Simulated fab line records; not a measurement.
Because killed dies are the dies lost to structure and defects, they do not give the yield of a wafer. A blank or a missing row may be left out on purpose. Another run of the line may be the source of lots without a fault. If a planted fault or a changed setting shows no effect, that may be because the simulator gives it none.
Chamber matching    flow sky130    rie si-01 running SKY_FIELD_ISO_ETCH_17: 4 sister chambers
The step etches Si in HBr/Cl2/O2, target depth 342 nm, time 97.7 s. 18 wafers are shown with their chamber, then 9 later ones without.

WAFERS WITH THEIR CHAMBER
wafer   chamber  drypump motor current A (A)  oes product au (a.u.)  throttle valve pct (%)
L542.3  1        5.8                          0.993                  25.656
L542.5  0        5.5                          1.012                  25.659
L542.6  1        5.8                          0.991                  25.668
L543.1  0        5.5                          1.004                  25.662
L543.4  3        6.2                          1.010                  25.670
L543.6  1        5.8                          0.996                  25.656
L545.1  2        5.2                          0.995                  25.649
L545.2  0        5.5                          1.008                  25.640
L545.5  3        6.2                          1.002                  25.659
L547.1  3        6.3                          0.997                  25.666
L547.2  1        5.8                          0.983                  25.654
L547.5  3        6.3                          1.001                  25.653
L548.3  2        5.2                          1.007                  25.662
L548.4  2        5.2                          1.006                  25.656
L548.6  1        5.8                          0.985                  25.653
L555.2  2        5.2                          1.015                  25.661
L555.4  1        5.8                          1.001                  25.652
L555.5  2        5.2                          1.012                  25.651

SIGNATURES (means of the wafers above)
reading                  chamber 0  chamber 1  chamber 2  chamber 3  scatter within a chamber
drypump motor current A  5.500      5.800      5.200      6.250      0.0267
oes product au           1.00800    0.99150    1.00700    1.00250    0.00645
throttle valve pct       25.65367   25.65650   25.65580   25.66200   0.00737
Rule: a wafer's distance from a chamber is the root of the sum, over the readings, of the square of ((its reading less the chamber's mean) divided by the reading's scatter). If the next closest chamber is less than 2 further off than the closest, the wafer can't be placed; otherwise it belongs to the closest. The scatter: the root of (the sum of the squares of (reading less its chamber's mean) over the shown wafers, divided by (wafers less chambers)).

WAFERS WITH NO CHAMBER GIVEN
wafer   drypump motor current A (A)  oes product au (a.u.)  throttle valve pct (%)
L557.1  5.3                          1.012                  25.659
L557.2  5.8                          1.001                  25.657
L557.6  5.7                          0.997                  25.662
L560.2  5.2                          1.004                  25.657
L560.3  5.8                          1.009                  25.650
L560.4  6.2                          1.001                  25.640
L562.3  6.3                          1.003                  25.635
L562.4  5.5                          0.998                  25.672
L562.5  5.2                          0.994                  25.667

WHICH CHAMBER EACH WENT THROUGH
wafer   from the rows above  in truth
L557.1  2                    2
L557.2  1                    1
L557.6  1                    1
L560.2  2                    2
L560.3  1                    1
L560.4  3                    3
L562.3  3                    3
L562.4  0                    0
L562.5  2                    2
Placed correctly: 9 of 9. Can't be placed from these rows: 0. Wrongly placed: 0.
